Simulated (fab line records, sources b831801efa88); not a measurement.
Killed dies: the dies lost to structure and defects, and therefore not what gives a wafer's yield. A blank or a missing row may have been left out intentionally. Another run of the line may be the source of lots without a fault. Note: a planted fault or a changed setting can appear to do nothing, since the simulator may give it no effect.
Matching of chambers / flow gf180mcu / GF_V3_ETCH_16 on rie diel-03: 4 sister chambers
The step etches BARC in N2/H2. 4 wafers are shown with their chamber, then 10 later ones without.

== WAFERS, EACH WITH ITS CHAMBER ==
wafer=L083.1; chamber=0; drypump motor current A (A)=5.66
wafer=L088.2; chamber=1; drypump motor current A (A)=5.33
wafer=L091.1; chamber=3; drypump motor current A (A)=5.98
wafer=L091.4; chamber=2; drypump motor current A (A)=6.02

== WAFERS WITH NO CHAMBER GIVEN ==
wafer=L091.6; drypump motor current A (A)=5.94
wafer=L092.2; drypump motor current A (A)=5.94
wafer=L092.4; drypump motor current A (A)=5.97
wafer=L092.5; drypump motor current A (A)=5.66
wafer=L093.1; drypump motor current A (A)=6.04
wafer=L093.2; drypump motor current A (A)=5.63
wafer=L093.5; drypump motor current A (A)=5.64
wafer=L096.1; drypump motor current A (A)=5.65
wafer=L096.5; drypump motor current A (A)=6.03
wafer=L096.6; drypump motor current A (A)=5.94

== EACH ONE'S CHAMBER ==
wafer=L091.6; from the rows above=can't be placed: 3 or 2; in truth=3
wafer=L092.2; from the rows above=can't be placed: 3 or 2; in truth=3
wafer=L092.4; from the rows above=can't be placed: 3 or 2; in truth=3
wafer=L092.5; from the rows above=0; in truth=0
wafer=L093.1; from the rows above=can't be placed: 2 or 3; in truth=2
wafer=L093.2; from the rows above=0; in truth=0
wafer=L093.5; from the rows above=0; in truth=0
wafer=L096.1; from the rows above=0; in truth=0
wafer=L096.5; from the rows above=can't be placed: 2 or 3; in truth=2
wafer=L096.6; from the rows above=can't be placed: 3 or 2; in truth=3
Correctly placed: 4 of 10. These rows do not allow placing 6 (true chamber among the candidates in 6). Number placed wrongly: 0.
How it was worked out, from the rows above alone: a wafer's distance from a chamber is the root of the sum, over the readings, of the square of ((its reading less the chamber's mean) divided by the reading's scatter). The wafer belongs to the nearest chamber; if the next one is less than 2 further off, it can't be placed. For every chamber, the mean is computed from those of its wafers that are shown. The scatter (one wafer shown for each chamber): square how far every hidden wafer sits from the nearest shown wafer, average those squares and take the square root.
